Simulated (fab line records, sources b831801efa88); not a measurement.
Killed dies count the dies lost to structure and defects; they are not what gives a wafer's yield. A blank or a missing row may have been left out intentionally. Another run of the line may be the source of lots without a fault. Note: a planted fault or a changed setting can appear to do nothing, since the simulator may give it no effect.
Which tool is to blame?    flow sky130    33 wafers from 11 lots sampled at 7 of the route's 708 steps

== WHAT THE GAUGES SHOWED, per wafer ==
SKY_LDD_P_CD_MEAS_07: the cd target is 380 nm.
lot   measured      on         cd_nm (nm)
L935  day 19 11:57  cd_sem-02  382.8 384.5 383.2
L937  day 19 20:01  cd_sem-01  380.3 378.3 379.7
L938  day 20 14:49  cd_sem-02  380.6 379.4 376.8
L939  day 20 17:33  cd_sem-02  374.8 376.7 376.5
L946  day 23 09:04  cd_sem-01  - - -
L948  day 24 05:16  cd_sem-01  376.5 378.7 376.9
L950  day 24 17:22  cd_sem-02  379.3 376.8 381.0
L952  day 25 09:06  cd_sem-02  384.8 383.8 384.4
L953  day 25 22:39  cd_sem-02  382.0 381.9 381.9
L956  day 26 15:13  cd_sem-01  382.2 382.0 381.6
L958  day 27 08:22  cd_sem-02  376.5 378.8 375.9

SKY_LDD_P_TW_MEAS_11.
lot   measured      on             LDD_P_TW
L935  day 19 12:21  film_metro-04  635 637 635
L937  day 19 20:23  film_metro-02  626 628 625
L938  day 20 15:13  film_metro-03  635 637 637
L939  day 20 17:59  film_metro-03  633 638 634
L946  day 23 09:28  film_metro-04  30 30 30
L948  day 24 05:40  film_metro-02  625 628 626
L950  day 24 17:44  film_metro-03  635 636 637
L952  day 25 09:30  film_metro-04  640 647 643
L953  day 25 23:03  film_metro-02  623 624 626
L956  day 26 15:37  film_metro-02  626 622 623
L958  day 27 08:46  film_metro-03  638 642 639

SKY_LDD_HVN_OVL_MEAS_07.
lot   measured      on          LDD_HVN_OVL (nm)
L935  day 20 18:49  overlay-02  -0.7 1.4 0.1
L937  day 21 01:49  overlay-01  0.1 -0.6 2.6
L938  day 21 22:06  overlay-01  0.4 -0.7 -0.3
L939  day 22 00:31  overlay-01  0.6 2.8 2.3
L946  day 24 15:38  overlay-02  -0.2 -0.7 0.5
L948  day 25 11:15  overlay-01  1.4 -0.7 -1.5
L950  day 25 23:16  overlay-02  1.4 -1.0 0.4
L952  day 26 14:03  overlay-02  0.0 2.2 -0.5
L953  day 27 03:43  overlay-02  0.0 0.7 0.4
L956  day 27 20:57  overlay-01  -0.5 -1.5 -2.1
L958  day 28 12:27  overlay-02  -0.2 -0.6 1.2

SKY_LDD_HVP_TW_MEAS_10.
lot   measured      on             LDD_HVP_TW
L935  day 22 01:41  film_metro-01  457 456 457
L937  day 22 09:07  film_metro-04  458 456 462
L938  day 23 04:17  film_metro-01  456 457 455
L939  day 23 07:39  film_metro-01  455 454 455
L946  day 25 21:21  film_metro-01  698 698 698
L948  day 26 15:58  film_metro-04  465 461 465
L950  day 27 04:44  film_metro-04  462 461 466
L952  day 27 19:31  film_metro-02  448 451 449
L953  day 28 07:52  film_metro-02  449 449 448
L956  day 29 01:12  film_metro-04  463 461 461
L958  day 29 16:52  film_metro-04  460 458 462

== EACH LOT AND THE TOOL THAT RAN IT (in order: tool; ch and the chambers of the sampled wafers; start) ==
lot   SKY_DNWELL_STRIP_08                  SKY_VT_ADJUST_PCH_STRIP_09            SKY_LDD_P_EXPOSE_04
L935  plasma_asher-03 ch 0,1, day 3 09:16  plasma_asher-01 ch 0,1, day 10 17:34  iline_stepper-01 ch 0, day 18 21:26
L937  plasma_asher-01 ch 0,1, day 3 14:55  plasma_asher-02 ch 0,1, day 11 01:59  iline_stepper-02 ch 0, day 19 04:29
L938  plasma_asher-03 ch 0,1, day 3 20:54  plasma_asher-02 ch 0,1, day 11 13:14  iline_stepper-02 ch 0, day 19 23:28
L939  plasma_asher-03 ch 0,1, day 4 03:19  plasma_asher-01 ch 0,1, day 11 18:34  iline_stepper-01 ch 0, day 20 02:34
L946  plasma_asher-03 ch 0,1, day 5 14:25  plasma_asher-02 ch 0,1, day 13 21:53  iline_stepper-01 ch 0, day 22 18:25
L948  plasma_asher-03 ch 0,1, day 6 02:34  plasma_asher-01 ch 0,1, day 14 16:25  iline_stepper-01 ch 0, day 23 14:07
L950  plasma_asher-04 ch 0,1, day 6 11:58  plasma_asher-02 ch 0,1, day 15 03:50  iline_stepper-01 ch 0, day 24 03:05
L952  plasma_asher-03 ch 0,1, day 6 23:36  plasma_asher-03 ch 0,1, day 15 21:10  iline_stepper-02 ch 0, day 24 18:22
L953  plasma_asher-04 ch 0,1, day 7 06:49  plasma_asher-02 ch 0,1, day 16 05:10  iline_stepper-01 ch 0, day 25 08:16
L956  plasma_asher-04 ch 0,1, day 7 20:00  plasma_asher-03 ch 0,1, day 17 02:59  iline_stepper-01 ch 0, day 26 01:05
L958  plasma_asher-04 ch 0,1, day 8 08:13  plasma_asher-03 ch 0,1, day 17 20:46  iline_stepper-01 ch 0, day 26 18:14
- SKY_DNWELL_STRIP_08: strips in O2/N2.
- SKY_VT_ADJUST_PCH_STRIP_09: strips in O2/N2.
- SKY_LDD_P_EXPOSE_04: exposes mask PSDM, target cd 380 nm.

== AS READ BY THE TOOLS THEMSELVES (means over the sampled wafers that have a number; for cases with no such wafer, the mark the record gives instead) ==
SKY_DNWELL_STRIP_08.
lot   tool             drypump_motor_current_A (A)  oes_product_au (a.u.)  strip_time_to_endpoint_s (s)
L935  plasma_asher-03  6.0                          0.725                  36.79
L937  plasma_asher-01  5.9                          0.721                  36.81
L938  plasma_asher-03  5.9                          0.720                  37.02
L939  plasma_asher-03  5.9                          0.720                  36.96
L946  plasma_asher-03  5.9                          0.725                  36.98
L948  plasma_asher-03  5.9                          0.724                  36.97
L950  plasma_asher-04  5.5                          0.727                  37.06
L952  plasma_asher-03  5.9                          0.719                  36.95
L953  plasma_asher-04  5.5                          0.721                  37.03
L956  plasma_asher-04  5.5                          0.720                  36.95
L958  plasma_asher-04  5.5                          0.720                  36.92

SKY_VT_ADJUST_PCH_STRIP_09.
lot   tool             drypump_motor_current_A (A)  oes_product_au (a.u.)  strip_time_to_endpoint_s (s)
L935  plasma_asher-01  5.84                         0.723                  36.93
L937  plasma_asher-02  5.93                         0.724                  37.02
L938  plasma_asher-02  5.81                         0.719                  37.00
L939  plasma_asher-01  5.84                         0.723                  36.97
L946  plasma_asher-02  5.82                         0.717                  37.11
L948  plasma_asher-01  5.82                         0.727                  36.94
L950  plasma_asher-02  5.81                         0.725                  37.01
L952  plasma_asher-03  5.89                         0.721                  36.81
L953  plasma_asher-02  5.82                         0.720                  36.96
L956  plasma_asher-03  5.90                         0.724                  37.04
L958  plasma_asher-03  5.93                         0.722                  36.92

== THE ANSWER, worked out from the rows above alone ==
Rule: what is usual is taken from the lots themselves. Put in order of their means at a reading, lots are off if they are a third of the lots or fewer, leave a main group of 4 or more, and stand apart from it by a gap of 3 or more times the standard deviation of the main group's means; of several such gaps the widest counts. If all means in a main group match to the digits the tables above print for the reading, that group is not used. A lot without any number at a reading at which 4 lots or more have one is off too. Where the step has rows for the other lots, those lots are counted as sound. After the gauges, taken in route order, come the tools' own readings; for these a lot's mean is taken, as printed above. At the first step where some lot is off, the reading lying furthest off is the one used; lots without a number count as furthest.
Off at SKY_LDD_P_CD_MEAS_07 (cd_nm): L946. Without a number there: L946. The main group has a mean of 380.0 nm with a standard deviation of 2.7.
If a tool, at a process step before that reading, ran all the lots that are off and no sound lot after the first of them, it fits. Not tried: the gauges at SKY_LDD_P_CD_MEAS_07; whatever is off there is also off at SKY_LDD_P_TW_MEAS_11, on other tools, and gauge error can't account for it. None of those tried fits.

== WHAT HAD BEEN PUT IN BY THE SIMULATOR ==
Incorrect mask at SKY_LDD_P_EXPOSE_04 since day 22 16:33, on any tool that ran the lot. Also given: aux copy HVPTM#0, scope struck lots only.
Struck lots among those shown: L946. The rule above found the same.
